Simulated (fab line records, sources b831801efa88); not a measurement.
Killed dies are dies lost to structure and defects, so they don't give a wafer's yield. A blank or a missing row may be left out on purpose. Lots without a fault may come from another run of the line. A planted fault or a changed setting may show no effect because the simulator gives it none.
Chamber matching | flow sky130 | SKY_VIA3_ETCH_15 on rie_diel-02: 4 sister chambers
The step etches SiO2 in C4F8/O2/Ar, stops on TiN, target depth 507 nm, time 78 s. 14 wafers are shown with their chamber, then 7 later ones without.

WAFERS WITH THEIR CHAMBER
wafer  | chamber | oes_product_au (a.u.)
L641.4 | 3       | 0.945
L641.5 | 2       | 0.940
L641.6 | 1       | 0.940
L639.1 | 3       | 0.951
L639.4 | 0       | 0.939
L639.6 | 1       | 0.951
L645.1 | 0       | 0.944
L645.2 | 1       | 0.946
L645.3 | 2       | 0.956
L644.2 | 0       | 0.943
L644.4 | 2       | 0.945
L644.5 | 2       | 0.939
L649.1 | 1       | 0.951
L649.4 | 2       | 0.944

SIGNATURES (means of the wafers above)
reading        | chamber 0 | chamber 1 | chamber 2 | chamber 3 | scatter within a chamber
oes_product_au | 0.94200   | 0.94700   | 0.94480   | 0.94800   | 0.00545
Rule: a wafer's distance from a chamber is the root of the sum, over the readings, of the square of ((its reading less the chamber's mean) divided by the reading's scatter). The wafer belongs to the nearest chamber; if the next one is less than 2 further off, it can't be placed. The scatter: the root of (the sum of the squares of (reading less its chamber's mean) over the shown wafers, divided by (wafers less chambers)).

WAFERS WITHOUT THEIR CHAMBER
wafer  | oes_product_au (a.u.)
L649.5 | 0.953
L651.3 | 0.956
L651.4 | 0.949
L651.6 | 0.940
L653.1 | 0.950
L653.2 | 0.947
L653.5 | 0.942

WHICH CHAMBER EACH WENT THROUGH
wafer  | from the rows above               | in truth
L649.5 | can't be placed: 3 or 1 or 2 or 0 | 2
L651.3 | can't be placed: 3 or 1 or 2 or 0 | 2
L651.4 | can't be placed: 3 or 1 or 2 or 0 | 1
L651.6 | can't be placed: 0 or 2 or 1 or 3 | 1
L653.1 | can't be placed: 3 or 1 or 2 or 0 | 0
L653.2 | can't be placed: 1 or 3 or 2 or 0 | 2
L653.5 | can't be placed: 0 or 2 or 1 or 3 | 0
Placed correctly: 0 of 7. Can't be placed from these rows: 7 (the true chamber is among the candidates in 7). Placed wrongly: 0.
